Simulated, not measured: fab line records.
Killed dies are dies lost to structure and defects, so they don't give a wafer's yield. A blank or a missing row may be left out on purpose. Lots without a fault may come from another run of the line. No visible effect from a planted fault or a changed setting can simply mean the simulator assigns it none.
Problem report, 8D (eight disciplines) form, completed by code + flow sky130 + the parts of the form that need people (team, actions taken, sign-off) are left out

== 1. PROBLEM STATEMENT ==
Mean PASSIVATION_CVD_02_THK at SKY_PASSIVATION_THK_MEAS_03: 472 nm over 2 wafers in 2 lots; fault-free wafers: 540 nm, standard deviation 7.3. Measured from the usual mean, that is -9.4 standard deviations.
Seen first at day 47 05:07 on film-metro-02, wafer L212.2. At this step, 33 wafers from 11 lots have a number in the record. Rule for "out" (also "out of limits"): further than 4 standard deviations from the usual mean. Any other wafer with a number is counted as sound.

== 2. WHAT IT IS AND WHAT IT IS NOT ==
| question                    | is                     | is not                                                                                       |
|-----------------------------|------------------------|----------------------------------------------------------------------------------------------|
| which readings at this step | PASSIVATION_CVD_02_THK | -                                                                                            |
| which lots                  | L212, L214             | L203, L205, L206, L207, L209, L219, L223, L225, L226                                         |
| which wafers of those lots  | L212.2, L214.3         | L212.1, L212.6, L214.2, L214.5                                                               |
| read on which gauges        | film-metro-02          | film-metro-01, film-metro-03                                                                 |
| when                        | from day 47 05:07      | up to then (17 sound wafers); but 14 sound wafers of L214, L219, L223, L225, L226 came after |

== 3. SUSPECTS, AND WHAT RULES EACH OUT ==
Counting: any tool at a process step up to the reading remains a suspect provided it ran every lot that is out. Sound lots after the first of them don't rule it out here, since some wafers of a struck lot are sound.
- ruled out: the gauge at SKY_PASSIVATION_THK_MEAS_03. All the wafers that are out were read on film-metro-02, but those of them that SKY_PASSIVATION_ETCH_11 has rows for are out there too, on other tools.
- pecvd-02 at SKY_PASSIVATION_CVD_02 (deposits Si3N4, target thk 540 nm): kept. Every lot that is out went through it, the first being L212 (day 47 04:53); the last sound lot it ran before that was L206 (day 45 12:27).
- pecvd-02, SKY_PASSIVATION_CVD_02: wafers that are out in chamber 0, sound lot-mates in chambers 1, 2.
After counting, what remains is pecvd-02 at SKY_PASSIVATION_CVD_02.

== 4. THE CAUSE (what the simulator had put in) ==
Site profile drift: pecvd-02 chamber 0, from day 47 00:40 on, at SKY_PASSIVATION_CVD_02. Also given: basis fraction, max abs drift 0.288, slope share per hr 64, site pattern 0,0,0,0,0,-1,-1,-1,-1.
Counting left only this tool.

== 5. THE EFFECT CHAIN, in route order ==
One row per reading whose mean, taken over the struck wafers that have a number, lies over 3 standard deviations from the usual. Only readings whose record carries a usual standard deviation are examined. hours: median over the lots of the time between each lot's start at the first step of this table that gives one and its start at this step. sigmas: the change, counted in usual standard deviations.
| hours | step                        | reading                | usual      | on struck wafers | change | sigmas |
|-------|-----------------------------|------------------------|------------|------------------|--------|--------|
| 0     | SKY_PASSIVATION_THK_MEAS_03 | PASSIVATION_CVD_02_THK | 540 nm     | 472              | -68    | -9.4   |
| 19    | SKY_PASSIVATION_ETCH_11     | oes-product-au         | 0.977 a.u. | 0.917            | -0.060 | -8.2   |
It contains these process steps:
- SKY_PASSIVATION_ETCH_11: etches the open film in CF4/O2, stops on AlCu, target depth 725 nm, time 161.1 s.

== 6. WHAT WOULD HAVE CAUGHT IT SOONER ==
Counted from the fault's start at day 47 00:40, it took 4 hours until the first out-of-limits reading at a measuring or inspecting step in this record, taken at day 47 05:07.
Of the tool readings at SKY_PASSIVATION_CVD_02 for which the record gives a usual standard deviation, none was out on any struck wafer, so an alarm limit of 4 standard deviations on them would not have fired.
Lots out: 2; of these, L214 started SKY_PASSIVATION_CVD_02 on pecvd-02 after day 47 05:07. A tool hold placed at that time would have kept it from harm.
